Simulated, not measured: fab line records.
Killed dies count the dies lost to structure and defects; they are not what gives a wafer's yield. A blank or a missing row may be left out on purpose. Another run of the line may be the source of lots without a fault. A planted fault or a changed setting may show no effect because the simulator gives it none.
Struck lot and sound lot, side by side | flow sfq line | 32 out of 325 route steps
Sound: these wafers, L792.3, L792.4, L792.6. Struck: wafer L787.4. (L787.3 of the same lot was not struck and is left out.) The cause comes at the end.
For every step that has rows: the tool of each side, followed by ch and its chambers, followed by its first start. Under that, the readings that differ: sound wafers | struck wafers | difference of the means | sigmas: that difference in standard deviations of wafers without a fault.
alike: same words and numbers on both sides, and readings whose means sit less than 2 such deviations apart. not compared: any withheld reading, any reading some wafer has no value for, any bound like >300 that may hide the same value, and any number with overlapping values for which the record gives no deviation.
A row with sigmas, a row that says differs or no value, or rows on one side alone: a step with any of these is where the two part. Non-overlapping numbers with no deviation appear without sigmas and do not part them. A reading that every wafer of one side lacks parts them only if that side has two wafers or more.

SFQ_INCOMING_BOW_MEAS_900:
  sound on film metro-04 at day 5 14:02; struck on film metro-04 at day 4 13:02
  alike: INCOMING_BOW
then, 1 step without rows for these wafers: SFQ_TRILAYER_INCOMING_OXIDATION_002 (target thk 500 nm, ox time 4939 s).
SFQ_TRILAYER_L0_DEP_SPUTTER_003: material MoNx KI, target thk 40 nm, time 100 s.
  sound on pvd sputter-05 at day 5 16:29; struck on pvd sputter-03 at day 4 15:29
  reading                                                  | sound             | struck | difference | sigmas
  model.MoNx_KI_of_TRILAYER_L0_DEP_SPUTTER_003.thk nm (nm) | 39.84 39.85 39.69 | 51.93  | +12.14     |
  alike: cathode dc power W, throttle valve pct
SFQ_L0_RS_MEAS_901: measurement is done with a four-point probe.
  sound on film metro-04 at day 5 16:36; struck on film metro-03 at day 4 15:36
  reading                | sound          | struck | difference | sigmas
  L0_MONX_KI_RS (ohm/sq) | 43.7 43.6 43.8 | 33.4   | -10.3      | -17
SFQ_L0_THK_MEAS_902: measures by xrf.
  sound on film metro-04 at day 5 16:42; struck on film metro-03 at day 4 15:42
  reading             | sound          | struck | difference | sigmas
  L0_MONX_KI_THK (nm) | 40.1 40.1 39.9 | 51.8   | +11.8      | +21
then, 6 steps without rows for these wafers: SFQ_TRILAYER_L0_LITHO_COAT_010 (resist thk 62 nm); SFQ_TRILAYER_L0_LITHO_COAT_005 (resist thk 600 nm); SFQ_TRILAYER_L0_LITHO_SOFTBAKE_009; SFQ_TRILAYER_L0_LITHO_EXPOSE_006 (exposes mask L0, target cd 2000 nm); SFQ_TRILAYER_L0_LITHO_PEB_008 (peb time 60 s); SFQ_TRILAYER_L0_LITHO_DEVELOP_007 (time 60 s).
-- the record jumps here: 3 days lie between the struck wafers' starts before and after --
SFQ_TRILAYER_L0_BARC_OPEN_METAL_ETCH_010: etches BARC in O2, target depth 125 nm, time 41.7 s.
  sound on rie metal-02 ch 0,1, day 9 06:28; struck on rie metal-02 ch 1, day 7 08:03
  alike: bias w, drypump motor current A, oes product au
  not compared: rf hours counter h
SFQ_TRILAYER_L0_ETCH_METAL_ETCH_008: etches MoNx KI in SF6/O2, stops on SiO2, target depth 50 nm, time 25 s.
  sound on rie metal-02 ch 0,1, day 9 06:31; struck on rie metal-02 ch 1, day 7 08:06
  reading               | sound             | struck | difference | sigmas
  oes product au (a.u.) | 0.875 0.871 0.872 | 1.003  | +0.130     | +17
  alike: bias w, drypump motor current A
  not compared: rf hours counter h
SFQ_TRILAYER_L0_STRIP_STRIP_009: strips in O2.
  sound on rie metal-02 ch 0,1, day 9 06:45; struck on rie metal-02 ch 1, day 7 08:20
  alike: drypump motor current A, oes product au
  not compared: rf hours counter h
then, 8 steps without rows for these wafers: SFQ_TRILAYER_L0_STRIP_SOLV_CLEAN_010 (cleans in NMP, time 600 s); SFQ_TRILAYER_L0_CAP_PECVD_011 (deposits SiO2 from SiH4/N2O, time 13.333 s, target thk 60 nm); SFQ_TRILAYER_L0_VIA_LITHO_COAT_018 (resist thk 62 nm); SFQ_TRILAYER_L0_VIA_LITHO_COAT_013 (resist thk 650 nm); SFQ_TRILAYER_L0_VIA_LITHO_SOFTBAKE_017; SFQ_TRILAYER_L0_VIA_LITHO_EXPOSE_014 (exposes mask L0V, target cd 700 nm); SFQ_TRILAYER_L0_VIA_LITHO_PEB_016 (peb time 60 s); SFQ_TRILAYER_L0_VIA_LITHO_DEVELOP_015 (time 60 s).
-- the record jumps here: 4 days lie between the struck wafers' starts before and after --
SFQ_L0V_OVL_MEAS_903:
  sound on overlay-02 at day 13 21:25; struck on overlay-02 at day 11 04:54
  alike: L0V_OVL
SFQ_TRILAYER_L0_VIA_BARC_OPEN_VIA_ETCH_021: etches BARC in O2, target depth 125 nm, time 41.7 s.
  sound on rie diel-04 ch 0,1,2, day 13 21:26; struck on rie diel-01 ch 2, day 11 04:56
  reading    | sound             | struck | difference | sigmas
  bias w (W) | 79.63 80.01 80.04 | 80.49  | +0.60      | +2
  alike: drypump motor current A, oes product au
  not compared: rf hours counter h
SFQ_TRILAYER_L0_VIA_ETCH_VIA_ETCH_016: etches SiO2 in CHF3, stops on MoNx KI, target depth 80 nm.
  sound on rie diel-04 ch 0,1,2, day 13 21:28; struck on rie diel-01 ch 2, day 11 04:58
  alike: bias w, drypump motor current A, oes product au
then, 3 steps without rows for these wafers: SFQ_TRILAYER_L0_VIA_STRIP_STRIP_017 (strips in O2); SFQ_TRILAYER_L0_VIA_STRIP_SOLV_CLEAN_018 (cleans in NMP, time 600 s); SFQ_TRILAYER_M0_DEP_PRE_CLEAN_020 (time 15 s).
SFQ_TRILAYER_M0_DEP_SPUTTER_019: material Nb, target thk 200 nm, time 133.3 s.
  sound on pvd sputter-04 at day 13 22:19; struck on pvd sputter-04 at day 11 05:49
  alike: cathode dc power W, throttle valve pct
SFQ_M0_RS_MEAS_904: measurement is done with a four-point probe.
  sound on film metro-01 at day 13 22:27; struck on film metro-01 at day 11 05:56
  reading           | sound             | struck | difference | sigmas
  M0_NB_RS (ohm/sq) | 0.889 0.893 0.879 | 0.911  | +0.024     | +2
then, 1 step without rows for these wafers: SFQ_TRILAYER_M0_LITHO_COAT_026 (resist thk 62 nm).
-- the record jumps here: 74 days lie between the struck wafers' starts before and after --
SFQ_M8_BOW_MEAS_951:
  sound on film metro-04 at day 86 03:57; struck on film metro-01 at day 85 06:40
  reading                  | sound             | struck | difference | sigmas
  M8_BOW (um)              | 29 39 26          | 8      | -23        | -2
  model.etest.l0.ohm sq    | 43.66 43.65 43.83 | 33.5   | -10.2      |
  model.etest.l0v.link ohm | 44.57 44.58 44.74 | 34.44  | -10.19     |
  model.etest.l0.ohm um    | 21.81 21.83 21.9  | 16.77  | -5.08      |

## WHERE THEY PART
Earliest at SFQ_L0_RS_MEAS_901; latest, in this record, at SFQ_M8_BOW_MEAS_951.

WHY: what the simulator had put in
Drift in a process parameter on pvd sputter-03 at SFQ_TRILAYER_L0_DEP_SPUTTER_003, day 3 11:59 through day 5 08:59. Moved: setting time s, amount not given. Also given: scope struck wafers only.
